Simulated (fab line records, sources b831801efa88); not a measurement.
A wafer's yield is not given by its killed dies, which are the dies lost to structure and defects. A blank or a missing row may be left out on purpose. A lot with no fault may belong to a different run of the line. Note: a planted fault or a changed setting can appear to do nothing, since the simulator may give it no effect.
What tool caused it?	flow sky130	12 lots with 36 wafers sampled at 5 steps, on a route of 708 steps

WHAT THE GAUGES READ, wafer by wafer
SKY_VT_ADJUST_PCH_OVL_MEAS_07. Usual: VT_ADJUST_PCH_OVL 0.8 nm, standard deviation 1.5.
lot	measured	on	VT_ADJUST_PCH_OVL (nm)	flag
L581	day 11 13:53	overlay-02	1.5 1.7 1.6	
L583	day 12 04:52	overlay-02	2.2 2.8 4.0	
L584	day 12 09:32	overlay-01	1.8 1.8 0.9	
L585	day 12 12:40	overlay-02	1.3 1.9 0.3	
L588	day 13 11:58	overlay-02	1.7 1.8 2.7	
L589	day 13 21:19	overlay-01	2.0 2.3 2.8	
L590	day 14 02:53	overlay-01	0.6 0.4 -0.4	
L591	day 14 10:32	overlay-02	-0.5 -1.7 -1.6	
L600	day 17 03:07	overlay-02	-0.2 -0.5 0.4	
L601	day 17 20:25	overlay-02	-0.1 1.0 -0.6	
L602	day 17 21:57	overlay-02	-0.4 -0.5 0.5	
L603	day 18 10:19	overlay-02	-0.5 1.0 -2.2	

SKY_GATE_OXIDE_OVL_MEAS_10. Usual: GATE_OXIDE_OVL 0.6 nm, standard deviation 1.1.
lot	measured	on	GATE_OXIDE_OVL (nm)	flag
L581	day 15 01:59	overlay-02	2.7 1.4 1.1	
L583	day 15 20:05	overlay-02	2.4 1.1 1.2	
L584	day 16 03:17	overlay-02	0.0 -0.4 -1.7	
L585	day 16 04:10	overlay-02	1.8 -0.4 1.6	
L588	day 17 09:16	overlay-02	-0.4 0.2 -0.2	
L589	day 17 15:49	overlay-02	0.9 0.7 -0.5	
L590	day 18 01:14	overlay-01	- - -	OFF
L591	day 18 15:18	overlay-02	0.8 0.7 0.4	
L600	day 21 09:05	overlay-01	2.6 1.5 1.9	
L601	day 22 02:29	overlay-01	-1.0 -1.3 -0.4	
L602	day 22 03:57	overlay-02	2.2 0.7 1.6	
L603	day 22 15:03	overlay-02	0.4 -0.6 0.6	

SKY_GATE_OXIDE_TW_MEAS_14. Usual: GATE_OXIDE_TW 223.6, standard deviation 2.6.
lot	measured	on	GATE_OXIDE_TW	flag
L581	day 15 02:22	film metro-03	223.4 222.8 223.0	
L583	day 15 20:29	film metro-01	221.8 221.9 221.9	
L584	day 16 03:41	film metro-01	222.1 220.8 221.9	
L585	day 16 04:34	film metro-02	228.2 228.8 228.2	
L588	day 17 09:40	film metro-01	220.9 221.1 221.0	
L589	day 17 16:13	film metro-03	223.5 222.4 221.9	
L590	day 18 01:38	film metro-03	29.7 29.8 29.7	OFF
L591	day 18 15:50	film metro-03	222.9 223.1 223.0	
L600	day 21 09:28	film metro-01	223.0 222.5 224.1	
L601	day 22 02:53	film metro-02	229.0 227.6 228.9	
L602	day 22 04:20	film metro-01	221.1 222.1 221.9	
L603	day 22 15:36	film metro-03	221.7 220.1 220.9	

SKY_CONTACT_THK_MEAS_01. Usual: CONTACT_CVD_00_THK 74.8 nm, standard deviation 0.84.
lot	measured	on	CONTACT_CVD_00_THK (nm)	flag
L581	day 31 20:46	film metro-03	75.5 75.6 75.5	
L583	day 32 20:36	film metro-02	74.8 75.7 75.6	
L584	day 33 00:05	film metro-04	76.1 74.3 75.5	
L585	day 33 03:34	film metro-03	75.3 75.9 75.0	
L588	day 34 06:06	film metro-03	74.5 75.7 74.6	
L589	day 34 11:23	film metro-04	74.7 75.5 75.8	
L591	day 35 09:42	film metro-03	74.1 74.8 75.2	
L600	day 37 17:43	film metro-04	73.1 74.6 74.6	
L601	day 38 07:57	film metro-04	74.9 75.8 75.0	
L602	day 38 09:46	film metro-04	73.0 74.7 75.2	
L603	day 38 18:28	film metro-02	75.0 76.5 75.6	

EACH LOT AND THE TOOL THAT RAN IT (in order: tool; ch and the chambers of the sampled wafers; start)
lot	SKY_GATE_OXIDE_EXPOSE_07
L581	iline stepper-01 ch 0, day 14 12:43
L583	iline stepper-02 ch 0, day 15 07:42
L584	iline stepper-01 ch 0, day 15 13:15
L585	iline stepper-02 ch 0, day 15 14:37
L588	iline stepper-01 ch 0, day 16 18:58
L589	iline stepper-02 ch 0, day 17 02:08
L590	iline stepper-02 ch 0, day 17 09:52
L591	iline stepper-02 ch 0, day 17 23:58
L600	iline stepper-01 ch 0, day 20 17:49
L601	iline stepper-02 ch 0, day 21 10:16
L602	iline stepper-01 ch 0, day 21 12:41
L603	iline stepper-01 ch 0, day 21 23:34
- SKY_GATE_OXIDE_EXPOSE_07: exposes mask LVOM, target cd 600 nm.

AS READ BY THE TOOLS THEMSELVES (means over the sampled wafers that have a number; for cases with no such wafer, the mark the record gives instead)
The record holds no such reading with a usual standard deviation.

THE ANSWER, worked out from the rows above alone
Rule: a lot counts as off when the mean over its wafers that have a number is more than 3 standard deviations away from the usual mean. A lot without any number at a reading at which 4 lots or more have one is off too. All remaining lots with rows at the step are treated as sound. Order of review: gauges by route order, followed by the tools' own readings, for which a lot's mean as printed above is used. At the first step where some lot is off, the reading lying furthest off is the one used; lots without a number count as furthest.
Off: L590, seen at SKY_GATE_OXIDE_OVL_MEAS_10 (GATE_OXIDE_OVL). Without a number there: L590.
A tool fits if, at a process step before that reading, it ran every lot that is off, and no sound lot after the first of them. Not tried: the gauges at SKY_GATE_OXIDE_OVL_MEAS_10; whatever is off there is also off at SKY_GATE_OXIDE_TW_MEAS_14, on other tools, and gauge error can't account for it. None of those tried fits.

WHAT THE SIMULATOR PUT IN
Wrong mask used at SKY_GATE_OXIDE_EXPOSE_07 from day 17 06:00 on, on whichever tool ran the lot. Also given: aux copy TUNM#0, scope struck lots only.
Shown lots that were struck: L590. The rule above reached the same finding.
